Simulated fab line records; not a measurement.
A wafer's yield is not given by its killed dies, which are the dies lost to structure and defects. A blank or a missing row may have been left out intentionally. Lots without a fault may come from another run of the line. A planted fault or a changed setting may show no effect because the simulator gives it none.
Which of the tools did it? || flow gf180mcu || 39 wafers from 13 lots sampled at 4 of the route's 602 steps

WHAT THE GAUGES SHOWED, per wafer
GF_TOP_METAL_THK_MEAS_06: measures by xrf. Usual: TOP_METAL_ALCU_THK typically reads 900 nm, with standard deviation 9.2.
{"lot": "L574", "measured": "day 27 20:22", "on": "film-metro-03", "TOP_METAL_ALCU_THK (nm)": "904 908 901", "flag": ""}
{"lot": "L575", "measured": "day 28 02:51", "on": "film-metro-01", "TOP_METAL_ALCU_THK (nm)": "896 912 914", "flag": ""}
{"lot": "L576", "measured": "day 28 11:16", "on": "film-metro-01", "TOP_METAL_ALCU_THK (nm)": "905 908 901", "flag": ""}
{"lot": "L577", "measured": "day 28 21:25", "on": "film-metro-03", "TOP_METAL_ALCU_THK (nm)": "888 903 899", "flag": ""}
{"lot": "L581", "measured": "day 29 23:14", "on": "film-metro-02", "TOP_METAL_ALCU_THK (nm)": "902 899 897", "flag": ""}
{"lot": "L583", "measured": "day 30 09:23", "on": "film-metro-03", "TOP_METAL_ALCU_THK (nm)": "896 893 906", "flag": ""}
{"lot": "L582", "measured": "day 30 12:06", "on": "film-metro-02", "TOP_METAL_ALCU_THK (nm)": "902 903 900", "flag": ""}
{"lot": "L584", "measured": "day 31 01:53", "on": "film-metro-03", "TOP_METAL_ALCU_THK (nm)": "898 900 896", "flag": ""}
{"lot": "L585", "measured": "day 31 04:25", "on": "film-metro-02", "TOP_METAL_ALCU_THK (nm)": "910 905 896", "flag": ""}
{"lot": "L588", "measured": "day 31 20:22", "on": "film-metro-02", "TOP_METAL_ALCU_THK (nm)": "907 893 901", "flag": ""}
{"lot": "L590", "measured": "day 32 04:49", "on": "film-metro-02", "TOP_METAL_ALCU_THK (nm)": "887 894 892", "flag": ""}
{"lot": "L592", "measured": "day 32 21:39", "on": "film-metro-01", "TOP_METAL_ALCU_THK (nm)": "890 897 898", "flag": ""}
{"lot": "L593", "measured": "day 33 02:44", "on": "film-metro-02", "TOP_METAL_ALCU_THK (nm)": "887 895 890", "flag": ""}

TOOL THAT RAN EACH LOT (tool first, then ch and the chambers of the sampled wafers, then the start)
{"lot": "L574", "GF_M3_STRIP_17": "plasma-asher-03 ch 0,1, day 21 23:53", "GF_V5_SPUTTER_22": "pvd-sputter-03, day 27 19:16", "GF_TOP_METAL_SPUTTER_04": "pvd-sputter-02, day 27 20:13"}
{"lot": "L575", "GF_M3_STRIP_17": "plasma-asher-04 ch 0, day 22 04:08", "GF_V5_SPUTTER_22": "pvd-sputter-02, day 28 01:52", "GF_TOP_METAL_SPUTTER_04": "pvd-sputter-02, day 28 02:41"}
{"lot": "L576", "GF_M3_STRIP_17": "plasma-asher-01 ch 0,1, day 22 18:02", "GF_V5_SPUTTER_22": "pvd-sputter-02, day 28 10:16", "GF_TOP_METAL_SPUTTER_04": "pvd-sputter-03, day 28 11:05"}
{"lot": "L577", "GF_M3_STRIP_17": "plasma-asher-01 ch 0,1, day 23 06:18", "GF_V5_SPUTTER_22": "pvd-sputter-02, day 28 20:26", "GF_TOP_METAL_SPUTTER_04": "pvd-sputter-04, day 28 21:16"}
{"lot": "L581", "GF_M3_STRIP_17": "plasma-asher-04 ch 0,1, day 24 10:35", "GF_V5_SPUTTER_22": "pvd-sputter-01, day 29 22:16", "GF_TOP_METAL_SPUTTER_04": "pvd-sputter-03, day 29 23:06"}
{"lot": "L583", "GF_M3_STRIP_17": "plasma-asher-01 ch 0,1, day 24 22:59", "GF_V5_SPUTTER_22": "pvd-sputter-01, day 30 08:25", "GF_TOP_METAL_SPUTTER_04": "pvd-sputter-02, day 30 09:14"}
{"lot": "L582", "GF_M3_STRIP_17": "plasma-asher-01 ch 0,1, day 25 03:15", "GF_V5_SPUTTER_22": "pvd-sputter-02, day 30 11:08", "GF_TOP_METAL_SPUTTER_04": "pvd-sputter-03, day 30 11:57"}
{"lot": "L584", "GF_M3_STRIP_17": "plasma-asher-01 ch 0,1, day 25 17:48", "GF_V5_SPUTTER_22": "pvd-sputter-01, day 31 00:55", "GF_TOP_METAL_SPUTTER_04": "pvd-sputter-03, day 31 01:44"}
{"lot": "L585", "GF_M3_STRIP_17": "plasma-asher-03 ch 0,1, day 25 20:59", "GF_V5_SPUTTER_22": "pvd-sputter-03, day 31 03:25", "GF_TOP_METAL_SPUTTER_04": "pvd-sputter-02, day 31 04:14"}
{"lot": "L588", "GF_M3_STRIP_17": "plasma-asher-04 ch 0,1, day 26 15:08", "GF_V5_SPUTTER_22": "pvd-sputter-02, day 31 19:22", "GF_TOP_METAL_SPUTTER_04": "pvd-sputter-03, day 31 20:11"}
{"lot": "L590", "GF_M3_STRIP_17": "plasma-asher-03 ch 0,1, day 27 03:14", "GF_V5_SPUTTER_22": "pvd-sputter-03, day 32 03:51", "GF_TOP_METAL_SPUTTER_04": "pvd-sputter-03, day 32 04:40"}
{"lot": "L592", "GF_M3_STRIP_17": "plasma-asher-04 ch 0,1, day 27 23:32", "GF_V5_SPUTTER_22": "pvd-sputter-01, day 32 20:40", "GF_TOP_METAL_SPUTTER_04": "pvd-sputter-03, day 32 21:29"}
{"lot": "L593", "GF_M3_STRIP_17": "plasma-asher-03 ch 0,1, day 28 04:21", "GF_V5_SPUTTER_22": "pvd-sputter-02, day 33 01:46", "GF_TOP_METAL_SPUTTER_04": "pvd-sputter-03, day 33 02:35"}
- GF_M3_STRIP_17: strips in O2/N2.
- GF_V5_SPUTTER_22: material TiN, target thk 10 nm, time 40 s.
- GF_TOP_METAL_SPUTTER_04: material TiN, target thk 25 nm, time 20.8 s.

WHAT THE TOOLS THEMSELVES READ (means of the sampled wafers that have a number; where no wafer has one, the mark that the record gives instead)
GF_M3_STRIP_17. Usual: drypump-motor-current-A 5.6 A, standard deviation 0.39; heater-power-w 329 W, standard deviation 33; oes-product-au 0.557 a.u., standard deviation 0.005; strip-time-to-endpoint-s 7.86 s, standard deviation 0.034.
{"lot": "L574", "tool": "plasma-asher-03", "drypump-motor-current-A (A)": 5.5, "heater-power-w (W)": 326, "oes-product-au (a.u.)": 0.555, "strip-time-to-endpoint-s (s)": 7.85, "flag": ""}
{"lot": "L575", "tool": "plasma-asher-04", "drypump-motor-current-A (A)": 5.9, "heater-power-w (W)": 291, "oes-product-au (a.u.)": 0.560, "strip-time-to-endpoint-s (s)": 7.88, "flag": ""}
{"lot": "L576", "tool": "plasma-asher-01", "drypump-motor-current-A (A)": 5.5, "heater-power-w (W)": 313, "oes-product-au (a.u.)": 0.561, "strip-time-to-endpoint-s (s)": 7.85, "flag": ""}
{"lot": "L577", "tool": "plasma-asher-01", "drypump-motor-current-A (A)": 5.6, "heater-power-w (W)": 330, "oes-product-au (a.u.)": 0.563, "strip-time-to-endpoint-s (s)": 7.87, "flag": ""}
{"lot": "L581", "tool": "plasma-asher-04", "drypump-motor-current-A (A)": 5.9, "heater-power-w (W)": 315, "oes-product-au (a.u.)": 0.553, "strip-time-to-endpoint-s (s)": 7.86, "flag": ""}
{"lot": "L583", "tool": "plasma-asher-01", "drypump-motor-current-A (A)": 5.6, "heater-power-w (W)": 328, "oes-product-au (a.u.)": 0.558, "strip-time-to-endpoint-s (s)": 7.84, "flag": ""}
{"lot": "L582", "tool": "plasma-asher-01", "drypump-motor-current-A (A)": 5.5, "heater-power-w (W)": 310, "oes-product-au (a.u.)": 0.559, "strip-time-to-endpoint-s (s)": 7.87, "flag": ""}
{"lot": "L584", "tool": "plasma-asher-01", "drypump-motor-current-A (A)": 5.6, "heater-power-w (W)": 330, "oes-product-au (a.u.)": 0.556, "strip-time-to-endpoint-s (s)": 7.92, "flag": ""}
{"lot": "L585", "tool": "plasma-asher-03", "drypump-motor-current-A (A)": 5.5, "heater-power-w (W)": 335, "oes-product-au (a.u.)": 0.562, "strip-time-to-endpoint-s (s)": 7.86, "flag": ""}
{"lot": "L588", "tool": "plasma-asher-04", "drypump-motor-current-A (A)": 6.0, "heater-power-w (W)": 347, "oes-product-au (a.u.)": 0.561, "strip-time-to-endpoint-s (s)": 7.81, "flag": ""}
{"lot": "L590", "tool": "plasma-asher-03", "drypump-motor-current-A (A)": 5.1, "heater-power-w (W)": 338, "oes-product-au (a.u.)": 0.559, "strip-time-to-endpoint-s (s)": 7.91, "flag": ""}
{"lot": "L592", "tool": "plasma-asher-04", "drypump-motor-current-A (A)": 5.9, "heater-power-w (W)": 316, "oes-product-au (a.u.)": 0.559, "strip-time-to-endpoint-s (s)": 7.91, "flag": ""}
{"lot": "L593", "tool": "plasma-asher-03", "drypump-motor-current-A (A)": 5.1, "heater-power-w (W)": 321, "oes-product-au (a.u.)": 0.559, "strip-time-to-endpoint-s (s)": 7.84, "flag": ""}

GF_V5_SPUTTER_22. Usual: 30.4 % for throttle-valve-pct, sd 0.88.
{"lot": "L574", "tool": "pvd-sputter-03", "throttle-valve-pct (%)": 30.4, "flag": ""}
{"lot": "L575", "tool": "pvd-sputter-02", "throttle-valve-pct (%)": 30.6, "flag": ""}
{"lot": "L576", "tool": "pvd-sputter-02", "throttle-valve-pct (%)": 30.6, "flag": ""}
{"lot": "L577", "tool": "pvd-sputter-02", "throttle-valve-pct (%)": 29.7, "flag": ""}
{"lot": "L581", "tool": "pvd-sputter-01", "throttle-valve-pct (%)": 30.4, "flag": ""}
{"lot": "L583", "tool": "pvd-sputter-01", "throttle-valve-pct (%)": 30.5, "flag": ""}
{"lot": "L582", "tool": "pvd-sputter-02", "throttle-valve-pct (%)": 29.7, "flag": ""}
{"lot": "L584", "tool": "pvd-sputter-01", "throttle-valve-pct (%)": 30.4, "flag": ""}
{"lot": "L585", "tool": "pvd-sputter-03", "throttle-valve-pct (%)": 30.0, "flag": ""}
{"lot": "L588", "tool": "pvd-sputter-02", "throttle-valve-pct (%)": 29.9, "flag": ""}
{"lot": "L590", "tool": "pvd-sputter-03", "throttle-valve-pct (%)": 29.8, "flag": ""}
{"lot": "L592", "tool": "pvd-sputter-01", "throttle-valve-pct (%)": 30.5, "flag": ""}
{"lot": "L593", "tool": "pvd-sputter-02", "throttle-valve-pct (%)": 29.7, "flag": ""}

GF_TOP_METAL_SPUTTER_04. Usual: 30.2 % for throttle-valve-pct, sd 1.2.
{"lot": "L574", "tool": "pvd-sputter-02", "throttle-valve-pct (%)": 30.7, "flag": ""}
{"lot": "L575", "tool": "pvd-sputter-02", "throttle-valve-pct (%)": 30.2, "flag": ""}
{"lot": "L576", "tool": "pvd-sputter-03", "throttle-valve-pct (%)": 29.8, "flag": ""}
{"lot": "L577", "tool": "pvd-sputter-04", "throttle-valve-pct (%)": 29.7, "flag": ""}
{"lot": "L581", "tool": "pvd-sputter-03", "throttle-valve-pct (%)": 30.1, "flag": ""}
{"lot": "L583", "tool": "pvd-sputter-02", "throttle-valve-pct (%)": 30.4, "flag": ""}
{"lot": "L582", "tool": "pvd-sputter-03", "throttle-valve-pct (%)": 29.9, "flag": ""}
{"lot": "L584", "tool": "pvd-sputter-03", "throttle-valve-pct (%)": 30.0, "flag": ""}
{"lot": "L585", "tool": "pvd-sputter-02", "throttle-valve-pct (%)": 31.6, "flag": ""}
{"lot": "L588", "tool": "pvd-sputter-03", "throttle-valve-pct (%)": 29.9, "flag": ""}
{"lot": "L590", "tool": "pvd-sputter-03", "throttle-valve-pct (%)": 30.4, "flag": ""}
{"lot": "L592", "tool": "pvd-sputter-03", "throttle-valve-pct (%)": 30.2, "flag": ""}
{"lot": "L593", "tool": "pvd-sputter-03", "throttle-valve-pct (%)": 30.3, "flag": ""}

THE ANSWER, worked out from the rows above alone
Rule: a lot counts as off when the mean over its wafers that have a number is more than 3 standard deviations away from the usual mean. A lot without any number at a reading at which 4 lots or more have one is off too. All remaining lots with rows at the step are treated as sound. The gauges are gone through in route order, then the tools' own readings, and for those a lot's mean is taken as printed above. The first step at which some lot is off is used, and at that step the reading that is off furthest; a lot without a number counts as furthest.
None of the lots is off at any reading shown; this tells nothing.

WHAT THE SIMULATOR HAD PUT IN
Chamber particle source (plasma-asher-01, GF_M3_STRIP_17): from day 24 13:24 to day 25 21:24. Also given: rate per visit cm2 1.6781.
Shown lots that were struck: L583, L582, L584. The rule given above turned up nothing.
